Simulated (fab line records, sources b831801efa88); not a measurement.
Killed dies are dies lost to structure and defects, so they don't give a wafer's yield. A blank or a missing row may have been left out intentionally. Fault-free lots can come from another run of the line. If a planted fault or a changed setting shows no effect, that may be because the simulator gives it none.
Comparing a struck lot with a sound one ; flow gf180mcu ; 16 out of 602 route steps
Sound: the wafers L986.1, L986.3, L986.4. The struck wafers were L997.3, L997.4, L997.5. Last of all comes the cause.
Each step with rows lists, per side, the tool, then ch with its chambers, then its first start. Under that, the readings that differ: sound wafers ; struck wafers ; difference of the means ; sigmas: that difference in standard deviations of wafers without a fault.
alike: words and numbers the same on both sides, and readings whose means are apart by under 2 such deviations; not compared: readings that were withheld, readings missing a value for some wafer, numbers with overlapping values and no deviation given by the record, and bounds like >300 which may hide the same value.
Wherever a step has rows on one side only, a row that says differs or no value, or a row with sigmas, the two part there. Numbers that don't overlap but have no deviation are shown without sigmas and don't part them. A reading missing from all wafers of one side parts the sides only when that side holds two or more wafers.

first, 1 step without rows for these wafers: GF_HV_LDD_IMPLANT_36.
GF_HV_LDD_STRIP_37: strips in O2/N2.
  sound on plasma-asher-03 ch 0,1, day 12 01:08; struck on plasma-asher-03 ch 0,1, day 15 15:19
  alike: drypump-motor-current-A, heater-power-w, n2-flow-sccm, o2-flow-sccm, oes-product-au, strip-time-to-endpoint-s
  not compared: rf-hours-counter-h
GF_HV_LDD_TW_MEAS_38:
  sound on film-metro-01, day 12 01:14; struck on film-metro-03, day 15 15:24
reading;sound;struck;difference;sigmas
HV_LDD_3_TW;1437 1438 1434;1454 1466 1459;+23;+2
then, 7 steps without rows for these wafers: GF_HV_LDD_DEHYDRATE_39 (time 60 s); GF_HV_LDD_HMDS_40 (prime time 60 s); GF_HV_LDD_COAT_41 (resist thk 1000 nm); GF_HV_LDD_SOFTBAKE_42 (time 60 s); GF_HV_LDD_EXPOSE_43 (exposes mask Pplus HV AREA, target cd 400 nm); GF_HV_LDD_PEB_44; GF_HV_LDD_DEVELOP_45 (develop time 60 s).
GF_HV_LDD_CD_MEAS_46: the cd target is 400 nm.
  sound on cd-sem-01, day 12 20:13; struck on cd-sem-01, day 16 12:51
  alike: cd-nm
GF_HV_LDD_OVL_MEAS_47:
  sound on overlay-01, day 12 20:20; struck on overlay-01, day 16 12:57
  alike: HV_LDD_03_OVL
GF_HV_LDD_IMPLANT_48:
  sound on implanter-01 ch 0, day 12 20:23; struck on implanter-03 ch 0, day 16 13:01
reading;sound;struck;difference;sigmas
implant-ion-amu;11 11 11;49 49 49;+38;
model.implant.rp-nm (nm);85.24 85.24 85.24;21.06 21.06 21.06;-64.18;
model.implant.drp-nm (nm);35.62 35.62 35.62;11.41 11.41 11.41;-24.21;
GF_HV_LDD_STRIP_49: strips in O2/N2.
  sound on plasma-asher-02 ch 0,1, day 12 20:32; struck on plasma-asher-02 ch 0,1, day 16 13:09
reading;sound;struck;difference;sigmas
strip-time-to-endpoint-s (s);12.67 12.66 12.69;12.59 12.61 12.61;-0.07;-2
  alike: drypump-motor-current-A, heater-power-w, n2-flow-sccm, o2-flow-sccm, oes-product-au
  not compared: rf-hours-counter-h
GF_HV_LDD_TW_MEAS_50:
  sound on film-metro-04, day 12 20:38; struck on film-metro-03, day 16 13:28
reading;sound;struck;difference;sigmas
HV_LDD_4_TW;573 571 572;910 908 912;+338;+80
  not compared: hold
then, 1 step without rows for these wafers: GF_PASSIVATION_PROBE_99.

== WHERE THEY PART ==
First at GF_HV_LDD_TW_MEAS_38; last, within this record, at GF_HV_LDD_TW_MEAS_50.

WHY: what the simulator had put in
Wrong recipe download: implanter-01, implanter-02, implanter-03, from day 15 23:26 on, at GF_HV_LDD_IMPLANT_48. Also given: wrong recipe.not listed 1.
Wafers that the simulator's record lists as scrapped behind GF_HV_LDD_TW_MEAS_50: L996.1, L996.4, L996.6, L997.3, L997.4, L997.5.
